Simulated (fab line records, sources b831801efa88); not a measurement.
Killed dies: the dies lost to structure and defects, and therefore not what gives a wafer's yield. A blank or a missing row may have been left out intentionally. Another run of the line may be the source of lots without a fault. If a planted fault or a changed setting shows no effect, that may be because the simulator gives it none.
The tool behind it: which one? :: flow gf180mcu :: 14 lots with 42 wafers sampled at 2 steps, on a route of 602 steps

WHAT THE GAUGES READ, wafer by wafer
GF_TOP_METAL_OVL_MEAS_15.
lot: L664
measured: day 28 12:47
on: overlay-02
TOP_METAL_OVL (nm): 3.4 4.0 3.4

lot: L666
measured: day 28 22:12
on: overlay-01
TOP_METAL_OVL (nm): -0.1 0.9 0.4

lot: L667
measured: day 29 05:45
on: overlay-01
TOP_METAL_OVL (nm): -0.4 0.1 0.4

lot: L669
measured: day 29 21:38
on: overlay-02
TOP_METAL_OVL (nm): 2.6 0.8 1.7

lot: L670
measured: day 29 21:00
on: overlay-01
TOP_METAL_OVL (nm): 0.5 -0.2 0.4

lot: L671
measured: day 30 09:03
on: overlay-01
TOP_METAL_OVL (nm): 1.5 1.3 0.6

lot: L672
measured: day 30 13:14
on: overlay-01
TOP_METAL_OVL (nm): 1.4 1.4 1.6

lot: L673
measured: day 30 16:43
on: overlay-02
TOP_METAL_OVL (nm): 0.4 0.1 -0.4

lot: L674
measured: day 31 02:00
on: overlay-02
TOP_METAL_OVL (nm): 1.9 0.4 0.0

lot: L675
measured: day 31 07:24
on: overlay-01
TOP_METAL_OVL (nm): 1.0 0.5 0.0

lot: L676
measured: day 31 14:40
on: overlay-02
TOP_METAL_OVL (nm): 1.3 4.0 -1.0

lot: L677
measured: day 31 23:52
on: overlay-01
TOP_METAL_OVL (nm): -0.2 -0.6 1.3

lot: L678
measured: day 32 04:10
on: overlay-01
TOP_METAL_OVL (nm): 2.8 2.1 0.2

lot: L681
measured: day 32 20:29
on: overlay-02
TOP_METAL_OVL (nm): 0.1 0.0 -0.5

TOOL THAT RAN EACH LOT (tool first, then ch and the chambers of the sampled wafers, then the start)
lot: L664
GF_STI_CVD_03: lpcvd-02 ch 1, day 1 12:22

lot: L666
GF_STI_CVD_03: lpcvd-01 ch 0, day 2 00:15

lot: L667
GF_STI_CVD_03: lpcvd-01 ch 1, day 2 04:08

lot: L669
GF_STI_CVD_03: lpcvd-02 ch 1, day 2 13:56

lot: L670
GF_STI_CVD_03: lpcvd-02 ch 1, day 2 17:47

lot: L671
GF_STI_CVD_03: lpcvd-02 ch 0, day 2 23:04

lot: L672
GF_STI_CVD_03: lpcvd-01 ch 1, day 3 04:44

lot: L673
GF_STI_CVD_03: lpcvd-02 ch 0, day 3 09:56

lot: L674
GF_STI_CVD_03: lpcvd-02 ch 1, day 3 14:01

lot: L675
GF_STI_CVD_03: lpcvd-02 ch 1, day 3 19:34

lot: L676
GF_STI_CVD_03: lpcvd-02 ch 1, day 4 00:17

lot: L677
GF_STI_CVD_03: lpcvd-02 ch 1, day 4 05:51

lot: L678
GF_STI_CVD_03: lpcvd-02 ch 1, day 4 10:22

lot: L681
GF_STI_CVD_03: lpcvd-02 ch 0, day 5 01:07
- GF_STI_CVD_03: deposits Si3N4 from DCS/NH3, target thk 207.16 nm, time 3551 s.

AS READ BY THE TOOLS THEMSELVES (means over the sampled wafers that have a number; for cases with no such wafer, the mark the record gives instead)
The record holds no such reading with a usual standard deviation.

THE ANSWER, worked out from the rows above alone
Rule: the lots themselves supply what counts as usual. The widest of any qualifying gaps counts: lots, ordered by their means at a reading, are off when they make up no more than a third of the lots, leave a main group of 4 or more, and stand apart from it by 3 or more times the standard deviation of that group's means. A main group is skipped when, at the precision printed for the reading in the tables above, its means are all equal. Also off: a lot with no number at a reading for which 4 or more lots have one. All remaining lots with rows at the step are treated as sound. First the gauges in route order, then the tools' own readings, where a lot's mean is used as printed above. At the first step where some lot is off, the reading lying furthest off is the one used; lots without a number count as furthest.
Nothing can be told from this: no lot is off at any reading shown.

WHAT HAD BEEN PUT IN BY THE SIMULATOR
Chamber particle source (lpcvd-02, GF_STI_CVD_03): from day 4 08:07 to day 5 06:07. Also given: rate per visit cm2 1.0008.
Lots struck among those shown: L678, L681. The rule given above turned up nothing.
